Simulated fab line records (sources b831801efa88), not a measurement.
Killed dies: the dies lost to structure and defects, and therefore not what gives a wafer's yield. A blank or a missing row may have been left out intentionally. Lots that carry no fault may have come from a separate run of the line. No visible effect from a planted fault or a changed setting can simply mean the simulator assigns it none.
fab line records	flow sky130
record: lots: 24	wafers: 72	last_day: 50
route steps=708 shown NWELL@78 SONOS_ONO@169 POLY_GATE@229 LDD_HVN@274 LOCAL_INTERCONNECT@401
lots with no fault: from the same line, run without faults
start_h: hours from the record's first day to the start of the lot's first wafer shown	wait_h: how many hours have passed since the lot's step before this one	" repeats the value in the row above	L1.1+2: one row covering several wafers at once	- no value present, or no start provided	* or withheld: withheld	< > ~ a bound
route shown NAME@n: NAME is a module with steps in the file, n the number in the route of the first one	usual: the fault-free wafers' mean and standard deviation	same: alike in all rows	chamber/n: place in a boat	sites: per-site readings	_std_site: their standard deviation	_edge_site: mean of outer sites minus mean of inner sites	radius_mm: how far each site lies from the wafer's centre	mask NAME#n: copy n	behind: the tool/chamber that last shaped the wafer	hold: the reason the lot was held/the length of the hold in hours/how it ended	device: which transistor (n, p or np) failed to switch	end of line: at the end of the route, the tests of the same wafers	step lacking rows: just its recipe	killed: dies that structure and defects cost at the first sort, which is not the same as the wafer's yield	map: the dies of a wafer, with x for killed, . for not killed, _ for no die there
set.NAME: setting as actually run; set.NAME@STEP: the setting as run at that earlier step	model.NAME: the simulator's own value behind a step, which no gauge read
one table for each step of the route and one row for each wafer, over a sample of lots
services: when a tool's chamber went out of use (start_h, in hours from the record's first day, below 0 if earlier), for how many hours, and the reason
== steps ==
step: SKY_NWELL_STRIP_25
recipe: chemistry: O2/N2	power_w: 1400	pressure_mtorr: 1500	platen_temp_c: withheld	o2_flow_sccm: 3000	n2_flow_sccm: 300	overash_fraction: 0.5
usual: drypump_motor_current_A: 5.9/0.35	o2_flow_sccm: 3000/9.1	oes_product_au: 0.722/0.0048	strip_time_to_endpoint_s: 36.87/0.13
lot.wafer	tool	chamber	start_h	wait_h	drypump_motor_current_A	o2_flow_sccm	oes_product_au	rf_hours_counter_h	strip_time_to_endpoint_s
L074.2	plasma_asher-03	1	105.93	0.1	5.6	3004	0.721	29	36.83
L074.4	"	1	"	"	5.5	3001	0.722	-	36.95
L074.5	"	0	"	"	5.5	3007	0.725	-	36.95
L075.1	plasma_asher-04	0	107.85	0.1	6.0	3020	0.728	40	36.77
L075.2	"	1	"	"	6.4	3023	0.715	40	36.77
L075.6	"	0	"	"	5.9	3003	0.723	-	36.74
L076.1	plasma_asher-03	1	115.75	0.1	5.5	2980	0.716	30	36.83
L076.3	"	1	"	"	5.5	2999	0.715	-	36.92
L076.5	"	1	"	"	5.5	2993	0.721	-	37.00
L077.1	plasma_asher-03	0	121.73	0.1	5.5	2999	0.715	31	36.88
L077.4	"	0	"	"	5.5	3007	0.722	-	36.96
L077.6	"	0	"	"	5.5	2989	0.721	-	36.91
L078.2	plasma_asher-04	1	129.49	0.1	6.5	3008	0.717	1	36.76
L078.3	"	0	"	"	5.9	2994	0.729	-	36.87
L078.4	"	1	"	"	6.5	2998	0.714	-	36.89
L079.1	plasma_asher-03	0	133.53	0.1	5.5	2988	0.729	32	36.61
L079.3	"	1	"	"	5.5	2996	0.721	-	36.63
L079.5	"	0	"	"	5.5	2994	0.726	-	36.60
L080.1	plasma_asher-04	0	146.35	0.1	5.9	3005	0.718	3	36.75
L080.4	"	1	"	"	6.4	2994	0.726	-	36.80
L080.6	"	0	"	"	5.9	3014	0.720	-	36.79
L081.1	plasma_asher-04	1	151.83	0.1	6.4	3002	0.734	3	37.05
L081.4	"	1	"	"	6.4	3014	0.716	-	37.01
L081.6	"	1	"	"	6.4	3011	0.722	-	36.94
L082.1	plasma_asher-04	0	155.54	0.1	5.9	3000	0.722	4	36.86
L082.2	"	1	"	"	6.4	2991	0.712	4	36.87
L082.5	"	1	"	"	6.5	3002	0.726	-	37.06
L084.2	plasma_asher-02	0	167.88	0.1	5.7	2990	0.720	49	36.86
L084.4	"	0	"	"	5.7	2988	0.721	-	36.84
L084.6	"	1	"	"	6.3	2997	0.721	-	36.81
L083.2	plasma_asher-04	0	168.84	0.1	6.0	3007	0.726	5	36.87
L083.4	"	0	"	"	6.0	3002	0.727	-	36.83
L083.6	"	0	"	"	6.0	3002	0.714	-	36.97
L085.2	plasma_asher-04	0	175.64	0.1	6.0	3009	0.721	6	36.75
L085.4	"	0	"	"	5.9	2996	0.722	-	36.90
L085.5	"	0	"	"	5.9	3008	0.730	-	36.83
L086.1	plasma_asher-02	1	181.49	0.1	6.3	2999	0.728	51	36.87
L086.4	"	1	"	"	6.3	2982	0.724	-	36.96
L086.6	"	1	"	"	6.3	2999	0.715	-	36.95
L087.1	plasma_asher-03	1	182.74	0.1	5.6	3003	0.726	37	36.91
L087.5	"	0	"	"	5.5	3007	0.726	-	36.95
L087.6	"	1	"	"	5.6	2990	0.723	-	36.83
L088.1	plasma_asher-04	0	190.99	0.1	5.9	3006	0.729	7	37.11
L088.3	"	0	"	"	5.9	2995	0.721	-	37.06
L088.4	"	1	"	"	6.4	3012	0.722	-	37.08
L089.1	plasma_asher-02	0	199.35	0.1	5.7	3007	0.724	53	37.09
L089.2	"	1	"	"	6.3	2996	0.722	53	37.05
L089.3	"	1	"	"	6.3	2997	0.723	-	37.14
L090.2	plasma_asher-02	0	201.00	0.1	5.7	3018	0.714	53	36.83
L090.4	"	1	"	"	6.3	2979	0.725	-	36.84
L090.6	"	1	"	"	6.3	2989	0.724	-	36.84
L091.1	plasma_asher-03	0	208.08	0.1	5.5	2994	0.722	39	36.97
L091.3	"	1	"	"	5.6	2991	0.717	-	36.83
L091.6	"	0	"	"	5.5	2995	0.732	-	36.93
L092.4	plasma_asher-04	0	211.38	0.1	6.0	3002	0.725	-	36.82
L092.5	"	1	"	"	6.4	2988	0.726	-	36.76
L092.6	"	0	"	"	5.9	2993	0.724	-	36.80
L093.3	plasma_asher-04	1	219.58	0.1	6.5	2995	0.723	-	36.83
L093.4	"	0	"	"	5.9	3005	0.720	-	36.91
L093.6	"	1	"	"	6.4	2990	0.721	-	36.82
L094.1	plasma_asher-02	1	222.24	0.1	6.3	2985	0.720	55	36.91
L094.4	"	1	"	"	6.3	3004	0.716	-	36.92
L094.5	"	0	"	"	5.7	2997	0.720	-	36.92
L095.1	plasma_asher-02	0	233.83	0.1	5.7	2996	0.724	56	36.89
L095.4	"	0	"	"	5.7	2998	0.726	-	36.80
L095.6	"	0	"	"	5.7	3005	0.710	-	36.74
L096.2	plasma_asher-02	0	237.64	0.1	5.7	2996	0.721	56	36.60
L096.4	"	0	"	"	5.7	2991	0.727	-	36.55
L096.5	"	1	"	"	6.3	2998	0.718	-	36.74
L097.1	plasma_asher-03	0	242.50	0.1	5.5	2996	0.726	42	37.08
L097.3	"	0	"	"	5.5	3011	0.717	-	37.09
L097.6	"	1	"	"	5.5	2998	0.714	-	37.07
step: SKY_SONOS_ONO_THK_MEAS_01
recipe: reads: SiO2_of_SONOS_ONO_OXIDATION_00
usual: SONOS_ONO_OXIDATION_THK: 2.60/0.064
lot.wafer	tool	chamber	start_h	wait_h	SONOS_ONO_OXIDATION_THK[nm]
L074.2	film_metro-01	-	258.55	0.0	2.62
L074.4	"	-	"	"	2.57
L074.5	"	-	"	"	2.64
L075.1	film_metro-02	-	261.14	0.0	2.53
L075.2	"	-	"	"	2.54
L075.6	"	-	"	"	2.62
L076.1	film_metro-02	-	268.30	0.0	2.58
L076.3	"	-	"	"	2.62
L076.5	"	-	"	"	2.58
L077.1	film_metro-02	-	275.97	0.0	2.53
L077.4	"	-	"	"	2.53
L077.6	"	-	"	"	2.52
L078.2	film_metro-03	-	284.97	0.0	2.64
L078.3	"	-	"	"	2.69
L078.4	"	-	"	"	2.67
L079.1	film_metro-03	-	294.51	0.0	2.57
L079.3	"	-	"	"	2.54
L079.5	"	-	"	"	2.59
L080.1	film_metro-03	-	308.86	0.0	2.69
L080.4	"	-	"	"	2.64
L080.6	"	-	"	"	2.68
L081.1	film_metro-02	-	317.72	0.0	2.68
L081.4	"	-	"	"	2.64
L081.6	"	-	"	"	2.73
L082.1	film_metro-02	-	322.11	0.0	2.66
L082.2	"	-	"	"	2.62
L082.5	"	-	"	"	2.57
L083.2	film_metro-01	-	340.49	0.0	2.70
L083.4	"	-	"	"	2.69
L083.6	"	-	"	"	2.66
L084.2	film_metro-03	-	340.49	0.0	2.77
L084.4	"	-	"	"	2.72
L084.6	"	-	"	"	2.66
L085.2	film_metro-01	-	346.66	0.0	2.56
L085.4	"	-	"	"	2.53
L085.5	"	-	"	"	2.64
L086.1	film_metro-01	-	353.95	0.0	2.50
L086.4	"	-	"	"	2.50
L086.6	"	-	"	"	2.56
L087.1	film_metro-02	-	355.51	0.0	2.61
L087.5	"	-	"	"	2.66
L087.6	"	-	"	"	2.61
L088.1	film_metro-02	-	366.89	0.0	2.57
L088.3	"	-	"	"	2.70
L088.4	"	-	"	"	2.65
L089.1	film_metro-01	-	378.53	0.0	2.50
L089.2	"	-	"	"	2.47
L089.3	"	-	"	"	2.49
L090.2	film_metro-02	-	382.75	0.0	2.45
L090.4	"	-	"	"	2.48
L090.6	"	-	"	"	2.55
L091.1	film_metro-03	-	389.48	0.0	2.63
L091.3	"	-	"	"	2.67
L091.6	"	-	"	"	2.63
L092.4	film_metro-02	-	396.57	0.0	2.60
L092.5	"	-	"	"	2.66
L092.6	"	-	"	"	2.61
L093.3	film_metro-03	-	405.26	0.0	2.62
L093.4	"	-	"	"	2.67
L093.6	"	-	"	"	2.63
L094.1	film_metro-02	-	411.66	0.0	2.67
L094.4	"	-	"	"	2.56
L094.5	"	-	"	"	2.66
L095.1	film_metro-03	-	422.92	0.0	2.63
L095.4	"	-	"	"	2.69
L095.6	"	-	"	"	2.61
L096.2	film_metro-01	-	426.94	0.0	2.67
L096.4	"	-	"	"	2.64
L096.5	"	-	"	"	2.61
L097.1	film_metro-02	-	434.16	0.0	2.53
L097.3	"	-	"	"	2.54
L097.6	"	-	"	"	2.57
step: SKY_SONOS_ONO_OVL_MEAS_14
usual: SONOS_ONO_OVL: 0.9/1.1
lot.wafer	tool	chamber	start_h	wait_h	SONOS_ONO_OVL[nm]
L074.2	overlay-02	-	285.09	0.1	1.0
L074.4	"	-	"	"	1.1
L074.5	"	-	"	"	-0.1
L075.1	overlay-02	-	289.48	0.1	-0.5
L075.2	"	-	"	"	1.8
L075.6	"	-	"	"	0.9
L076.1	overlay-02	-	298.01	0.1	-0.6
L076.3	"	-	"	"	0.5
L076.5	"	-	"	"	0.5
L077.1	overlay-02	-	303.33	0.1	0.5
L077.4	"	-	"	"	0.9
L077.6	"	-	"	"	0.8
L078.2	overlay-01	-	314.41	0.1	2.1
L078.3	"	-	"	"	1.0
L078.4	"	-	"	"	1.7
L079.1	overlay-02	-	323.73	0.1	-0.5
L079.3	"	-	"	"	-1.6
L079.5	"	-	"	"	0.4
L080.1	overlay-01	-	337.71	0.1	2.7
L080.4	"	-	"	"	2.6
L080.6	"	-	"	"	1.3
L081.1	overlay-01	-	348.25	0.1	-0.7
L081.4	"	-	"	"	1.6
L081.6	"	-	"	"	-0.1
L082.1	overlay-02	-	354.78	0.1	1.5
L082.2	"	-	"	"	1.1
L082.5	"	-	"	"	0.1
L083.2	overlay-01	-	370.86	0.1	2.3
L083.4	"	-	"	"	1.9
L083.6	"	-	"	"	2.8
L084.2	overlay-02	-	371.44	0.1	-2.1
L084.4	"	-	"	"	-3.4
L084.6	"	-	"	"	-1.3
L085.2	overlay-01	-	379.56	0.1	0.3
L085.4	"	-	"	"	0.0
L085.5	"	-	"	"	-0.4
L086.1	overlay-02	-	385.26	0.1	0.7
L086.4	"	-	"	"	0.9
L086.6	"	-	"	"	1.6
L087.1	overlay-01	-	386.33	0.1	0.5
L087.5	"	-	"	"	0.6
L087.6	"	-	"	"	0.2
L088.1	overlay-01	-	397.58	0.1	0.7
L088.3	"	-	"	"	0.5
L088.4	"	-	"	"	1.2
L089.1	overlay-02	-	410.06	0.1	2.5
L089.2	"	-	"	"	2.0
L089.3	"	-	"	"	3.0
L090.2	overlay-01	-	415.03	0.1	0.8
L090.4	"	-	"	"	0.8
L090.6	"	-	"	"	-0.4
L091.1	overlay-02	-	423.58	0.1	2.3
L091.3	"	-	"	"	1.6
L091.6	"	-	"	"	1.3
L092.4	overlay-02	-	428.49	0.1	2.0
L092.5	"	-	"	"	0.6
L092.6	"	-	"	"	2.2
L093.3	overlay-02	-	437.52	0.1	1.4
L093.4	"	-	"	"	0.7
L093.6	"	-	"	"	2.3
L094.1	overlay-02	-	446.08	0.1	1.4
L094.4	"	-	"	"	2.1
L094.5	"	-	"	"	2.4
L095.1	overlay-02	-	455.63	0.1	0.9
L095.4	"	-	"	"	0.8
L095.6	"	-	"	"	-0.3
L096.2	overlay-02	-	462.64	2.9	-0.3
L096.4	"	-	"	"	1.2
L096.5	"	-	"	"	2.0
L097.1	overlay-02	-	467.48	0.1	0.7
L097.3	"	-	"	"	1.7
L097.6	"	-	"	"	1.5
step: SKY_POLY_GATE_ETCH_15
recipe: chemistry: N2/H2	target: BARC	ion_energy_ev: 200	source_w: 500	bias_w: 100	pressure_mtorr: 30	n2_flow_sccm: 100	h2_flow_sccm: 200	stop_on: SiO2	time_s: 118.5	target_depth_a: 1100
usual: drypump_motor_current_A: 5.8/0.55	oes_product_au: 0.715/0.0047	throttle_valve_pct: 13.213/0.01
lot.wafer	tool	chamber	start_h	wait_h	drypump_motor_current_A	oes_product_au	rf_hours_counter_h	throttle_valve_pct
L074.2	rie_diel-04	1	375.32	0.0	6.1	0.708	103	13.227
L074.4	"	2	"	"	5.6	0.716	6	13.201
L074.5	"	3	"	"	4.7	0.716	-	13.200
L075.1	rie_diel-02	1	380.21	0.0	5.6	0.718	1	13.220
L075.2	"	2	"	"	5.5	0.714	105	13.206
L075.6	"	0	"	"	5.8	0.716	-	13.218
L076.1	rie_diel-02	0	391.46	0.0	5.7	0.716	7	13.208
L076.3	"	2	"	"	5.5	0.716	106	13.214
L076.5	"	0	"	"	5.7	0.721	-	13.233
L077.1	rie_diel-04	1	394.92	0.0	6.1	0.720	103	13.212
L077.4	"	2	"	"	5.6	0.715	6	13.215
L077.6	"	0	"	"	6.2	0.715	-	13.212
L078.2	rie_diel-01	0	410.57	0.0	5.2	0.715	15	13.222
L078.3	"	2	"	"	6.0	0.707	53	13.222
L078.4	"	1	"	"	6.2	0.720	1	13.217
L079.1	rie_diel-04	1	421.02	0.0	6.1	0.711	104	13.212
L079.3	"	0	"	"	6.2	0.712	22	13.208
L079.5	"	2	"	"	5.6	0.716	-	13.209
L080.1	rie_diel-04	3	435.62	0.0	4.7	0.713	27	13.229
L080.4	"	3	"	"	4.7	0.703	-	13.217
L080.6	"	2	"	"	5.6	0.718	-	13.223
L081.1	rie_diel-04	0	443.76	0.0	6.2	0.714	23	13.206
L081.4	"	3	"	"	4.7	0.717	27	13.212
L081.6	"	3	"	"	4.7	0.712	-	13.218
L082.1	rie_diel-04	3	453.62	0.0	4.7	0.719	28	13.219
L082.2	"	1	"	"	6.2	0.715	0	13.230
L082.5	"	1	"	"	6.1	0.718	-	13.214
L084.2	rie_diel-01	2	470.55	0.0	6.1	0.720	54	13.205
L084.4	"	0	"	"	5.2	0.713	16	13.219
L084.6	"	0	"	"	5.2	0.713	-	13.204
L083.2	rie_diel-04	3	472.51	0.0	4.7	0.723	28	13.214
L083.4	"	1	"	"	6.1	0.714	1	13.219
L083.6	"	2	"	"	5.6	0.718	-	13.216
L085.2	rie_diel-01	0	478.76	0.0	5.2	0.714	16	13.205
L085.4	"	1	"	"	6.2	0.717	-	13.213
L085.5	"	0	"	"	5.2	0.718	-	13.197
L086.1	rie_diel-04	0	484.22	0.0	6.2	0.712	23	13.208
L086.4	"	2	"	"	5.6	0.721	8	13.222
L086.6	"	2	"	"	5.6	0.713	-	13.211
L087.1	rie_diel-02	3	485.76	0.0	6.6	0.712	49	13.223
L087.5	"	3	"	"	6.6	0.716	-	13.199
L087.6	"	2	"	"	5.5	0.721	-	13.208
L088.1	rie_diel-01	2	494.07	0.0	6.0	0.722	54	13.227
L088.3	"	3	"	"	6.1	0.709	9	13.229
L088.4	"	1	"	"	6.2	0.713	2	13.206
L089.1	rie_diel-04	3	510.21	0.0	4.7	0.712	29	13.199
L089.2	"	0	"	"	6.3	0.722	24	13.223
L089.3	"	2	"	"	5.6	0.709	9	13.193
L090.2	rie_diel-02	0	515.02	0.0	5.7	0.714	9	13.209
L090.4	"	1	"	"	5.6	0.713	4	13.233
L090.6	"	2	"	"	5.5	0.716	-	13.217
L091.1	rie_diel-04	1	522.97	0.0	6.1	0.713	2	13.215
L091.3	"	0	"	"	6.2	0.719	24	13.223
L091.6	"	2	"	"	5.6	0.715	-	13.214
L092.4	rie_diel-01	0	532.67	0.0	5.2	0.705	17	13.213
L092.5	"	0	"	"	5.2	0.715	-	13.197
L092.6	"	3	"	"	6.1	0.712	-	13.225
L093.3	rie_diel-02	3	536.87	0.0	6.6	0.719	50	13.227
L093.4	"	0	"	"	5.7	0.715	10	13.193
L093.6	"	3	"	"	6.6	0.723	-	13.213
L094.1	rie_diel-04	1	544.06	0.0	6.2	0.711	2	13.205
L094.4	"	1	"	"	6.1	0.711	-	13.206
L094.5	"	3	"	"	4.7	0.710	-	13.209
L095.1	rie_diel-02	3	552.67	0.0	6.6	0.714	51	13.220
L095.4	"	2	"	"	5.5	0.711	2	13.226
L095.6	"	0	"	"	5.7	0.724	-	13.200
L096.2	rie_diel-02	0	559.91	0.0	5.7	0.713	11	13.225
L096.4	"	2	"	"	5.5	0.711	2	13.222
L096.5	"	3	"	"	6.6	0.723	-	13.198
L097.1	rie_diel-01	2	566.72	0.0	6.1	0.711	56	13.241
L097.3	"	3	"	"	6.1	0.719	11	13.202
L097.6	"	1	"	"	6.2	0.709	-	13.224
step: SKY_LDD_HVN_OVL_MEAS_07
usual: LDD_HVN_OVL: 0.6/1.5
lot.wafer	tool	chamber	start_h	wait_h	LDD_HVN_OVL[nm]
L074.2	overlay-02	-	469.49	0.1	0.7
L074.4	"	-	"	"	-1.0
L074.5	"	-	"	"	-0.5
L075.1	overlay-02	-	475.94	0.1	-0.7
L075.2	"	-	"	"	-1.0
L075.6	"	-	"	"	-0.1
L076.1	overlay-01	-	485.04	0.1	1.1
L076.3	"	-	"	"	1.0
L076.5	"	-	"	"	-0.7
L077.1	overlay-01	-	489.69	0.1	0.2
L077.4	"	-	"	"	-0.2
L077.6	"	-	"	"	-0.8
L078.2	overlay-02	-	506.54	0.1	0.0
L078.3	"	-	"	"	0.0
L078.4	"	-	"	"	-1.6
L079.1	overlay-02	-	517.96	0.1	-0.3
L079.3	"	-	"	"	1.0
L079.5	"	-	"	"	0.7
L080.1	overlay-01	-	531.56	0.1	0.2
L080.4	"	-	"	"	-0.2
L080.6	"	-	"	"	0.5
L081.1	overlay-01	-	538.79	0.1	1.2
L081.4	"	-	"	"	0.7
L081.6	"	-	"	"	0.9
L082.1	overlay-01	-	547.91	0.1	2.3
L082.2	"	-	"	"	2.2
L082.5	"	-	"	"	1.6
L084.2	overlay-01	-	565.94	0.1	2.7
L084.4	"	-	"	"	1.6
L084.6	"	-	"	"	1.7
L083.2	overlay-01	-	566.87	0.1	1.5
L083.4	"	-	"	"	0.4
L083.6	"	-	"	"	0.2
L085.2	overlay-02	-	572.44	0.1	-2.0
L085.4	"	-	"	"	-1.0
L085.5	"	-	"	"	0.8
L086.1	overlay-01	-	578.04	0.1	0.9
L086.4	"	-	"	"	0.1
L086.6	"	-	"	"	-0.1
L087.1	overlay-02	-	579.21	0.1	2.8
L087.5	"	-	"	"	2.1
L087.6	"	-	"	"	1.2
L088.1	overlay-01	-	586.26	0.1	2.5
L088.3	"	-	"	"	2.5
L088.4	"	-	"	"	1.1
L089.1	overlay-01	-	601.51	0.1	1.4
L089.2	"	-	"	"	1.9
L089.3	"	-	"	"	1.4
L090.2	overlay-02	-	607.82	0.1	0.8
L090.4	"	-	"	"	1.8
L090.6	"	-	"	"	2.6
L091.1	overlay-02	-	614.61	0.1	1.7
L091.3	"	-	"	"	2.3
L091.6	"	-	"	"	3.8
L092.4	overlay-01	-	623.86	0.1	4.1
L092.5	"	-	"	"	1.4
L092.6	"	-	"	"	1.4
L093.3	overlay-01	-	627.32	0.1	0.6
L093.4	"	-	"	"	0.8
L093.6	"	-	"	"	2.0
L094.1	overlay-01	-	633.59	0.1	-1.0
L094.4	"	-	"	"	0.6
L094.5	"	-	"	"	-0.2
L095.1	overlay-02	-	641.99	0.1	1.1
L095.4	"	-	"	"	1.7
L095.6	"	-	"	"	0.9
L096.2	overlay-02	-	649.37	0.1	-0.9
L096.4	"	-	"	"	-0.7
L096.5	"	-	"	"	-1.7
L097.1	overlay-02	-	656.49	0.1	-2.0
L097.3	"	-	"	"	-3.0
L097.6	"	-	"	"	-3.5
step: SKY_LOCAL_INTERCONNECT_METAL_ETCH_14
recipe: target_depth_nm: 110	stop_on: PSG	chemistry: Cl2/BCl3	target: TiN	resist_sidewall_deg: 88	pressure_mtorr: 10	icp_w: 900	bias_w: 48.5	Cl2_flow_sccm: 60	bcl3_flow_sccm: 30	time_s: 31.4
usual: drypump_motor_current_A: 5.8/0.32	oes_product_au: 0.943/0.0087	throttle_valve_pct: 21.899/0.011
lot.wafer	tool	chamber	start_h	wait_h	drypump_motor_current_A	oes_product_au	rf_hours_counter_h	throttle_valve_pct
L074.2	rie_metal-03	1	709.43	0.0	6.3	0.951	11	21.916
L074.4	"	0	"	"	5.8	0.940	-	21.900
L074.5	"	1	"	"	6.3	0.946	-	21.877
L075.1	rie_metal-02	0	716.19	0.1	5.5	0.935	11	21.913
L075.2	"	0	"	"	5.5	0.960	-	21.869
L075.6	"	0	"	"	5.5	0.936	-	21.881
L076.1	rie_metal-02	0	724.03	0.0	5.5	0.941	12	21.905
L076.3	"	0	"	"	5.5	0.938	-	21.900
L076.5	"	1	"	"	6.0	0.940	-	21.894
L077.1	rie_metal-02	1	727.48	0.0	6.0	0.953	0	21.889
L077.4	"	0	"	"	5.5	0.950	-	21.887
L077.6	"	0	"	"	5.5	0.955	-	21.901
L078.2	rie_metal-04	0	743.23	0.0	5.4	0.933	7	21.920
L078.3	"	0	"	"	5.4	0.953	-	21.893
L078.4	"	1	"	"	5.9	0.948	-	21.912
L079.1	rie_metal-03	1	754.71	0.0	6.4	0.931	13	21.922
L079.3	"	1	"	"	6.3	0.962	-	21.906
L079.5	"	0	"	"	5.8	0.940	-	21.891
L080.1	rie_metal-02	1	765.36	0.0	6.0	0.946	1	21.900
L080.4	"	0	"	"	5.5	0.939	-	21.903
L080.6	"	0	"	"	5.5	0.961	-	21.912
L081.1	rie_metal-02	1	773.98	0.0	6.0	0.936	2	21.897
L081.4	"	1	"	"	6.0	0.929	-	21.917
L081.6	"	0	"	"	5.5	0.956	-	21.902
L082.1	rie_metal-03	0	782.83	0.0	5.8	0.949	14	21.897
L082.2	"	1	"	"	6.3	0.926	14	21.905
L082.5	"	0	"	"	5.8	0.944	-	21.900
L084.2	rie_metal-03	0	796.09	0.1	5.8	0.942	-	21.922
L084.4	"	0	"	"	5.8	0.948	-	21.884
L084.6	"	0	"	"	5.8	0.945	-	21.887
L083.2	rie_metal-04	0	797.43	0.0	5.3	0.935	9	21.914
L083.4	"	0	"	"	5.4	0.933	-	21.906
L083.6	"	1	"	"	5.9	0.944	-	21.910
L085.2	rie_metal-02	1	803.08	0.0	6.0	0.943	3	21.885
L085.4	"	1	"	"	6.0	0.937	-	21.891
L085.5	"	0	"	"	5.5	0.938	-	21.900
L086.1	rie_metal-04	1	807.03	0.0	5.9	0.950	12	21.887
L086.4	"	1	"	"	5.9	0.952	-	21.910
L086.6	"	0	"	"	5.4	0.945	-	21.895
L087.1	rie_metal-02	1	808.36	0.0	6.0	0.938	3	21.902
L087.5	"	0	"	"	5.5	0.947	-	21.888
L087.6	"	1	"	"	6.0	0.939	-	21.893
L088.1	rie_metal-04	0	813.76	0.0	5.3	0.936	10	21.909
L088.3	"	1	"	"	5.9	0.951	-	21.901
L088.4	"	0	"	"	5.4	0.934	-	21.901
L089.1	rie_metal-04	0	829.23	0.0	5.4	0.928	10	21.889
L089.2	"	1	"	"	6.0	0.952	13	21.901
L089.3	"	1	"	"	5.9	0.933	-	21.891
L090.2	rie_metal-03	1	834.63	0.1	6.3	0.928	-	21.917
L090.4	"	1	"	"	6.3	0.942	-	21.895
L090.6	"	1	"	"	6.3	0.935	-	21.908
L091.1	rie_metal-03	1	841.11	0.1	6.3	0.945	1	21.899
L091.3	"	1	"	"	6.3	0.957	-	21.894
L091.6	"	1	"	"	6.3	0.947	-	21.890
L092.4	rie_metal-04	1	848.35	0.0	5.9	0.946	-	21.902
L092.5	"	0	"	"	5.4	0.948	-	21.894
L092.6	"	1	"	"	5.9	0.939	-	21.895
L093.3	rie_metal-02	1	850.18	0.1	6.0	0.953	-	21.902
L093.4	"	0	"	"	5.5	0.950	-	21.911
L093.6	"	0	"	"	5.5	0.958	-	21.875
L094.1	rie_metal-02	0	854.95	0.1	5.5	0.932	2	21.903
L094.4	"	0	"	"	5.5	0.924	-	21.887
L094.5	"	0	"	"	5.5	0.928	-	21.924
L095.1	rie_metal-03	0	870.04	0.1	5.8	0.956	2	21.892
L095.4	"	0	"	"	5.8	0.925	-	21.882
L095.6	"	0	"	"	5.8	0.946	-	21.893
L096.2	rie_metal-04	0	870.68	0.0	5.4	0.936	12	21.893
L096.4	"	1	"	"	5.9	0.944	-	21.901
L096.5	"	0	"	"	5.3	0.947	-	21.915
L097.1	rie_metal-03	0	880.18	0.0	5.8	0.942	2	21.905
L097.3	"	0	"	"	5.8	0.949	-	21.908
L097.6	"	1	"	"	6.3	0.951	-	21.910
== services ==
tool	chamber	start_h	hours	kind
rie_diel-04	-	86.27	4.0	pm
plasma_asher-04	-	108.75	9.0	pm
rie_diel-04	1	123.39	16.6	repair
rie_diel-04	2	234.84	11.7	repair
plasma_asher-04	-	245.88	5.9	pm
rie_diel-04	2	311.79	3.7	repair
rie_diel-04	-	363.01	0.4	repair
rie_diel-04	-	418.32	0.6	repair
plasma_asher-04	-	491.66	2.3	repair
plasma_asher-04	-	502.20	2.8	pm
rie_diel-04	2	538.80	7.9	repair
plasma_asher-04	-	576.71	5.3	repair
plasma_asher-04	-	581.60	2.7	repair
plasma_asher-04	-	584.80	10.9	repair
plasma_asher-04	-	623.90	10.2	repair
rie_diel-04	0	636.15	14.0	repair
rie_diel-04	2	702.63	3.6	repair
rie_diel-04	3	705.89	2.7	repair
rie_diel-04	-	718.60	2.8	pm
rie_diel-04	3	735.53	1.6	repair
rie_diel-04	2	759.06	26.2	repair
rie_diel-04	0	759.63	13.1	repair
rie_diel-04	1	759.67	3.8	repair
rie_diel-04	1	815.68	15.1	repair
== key ==
fault none
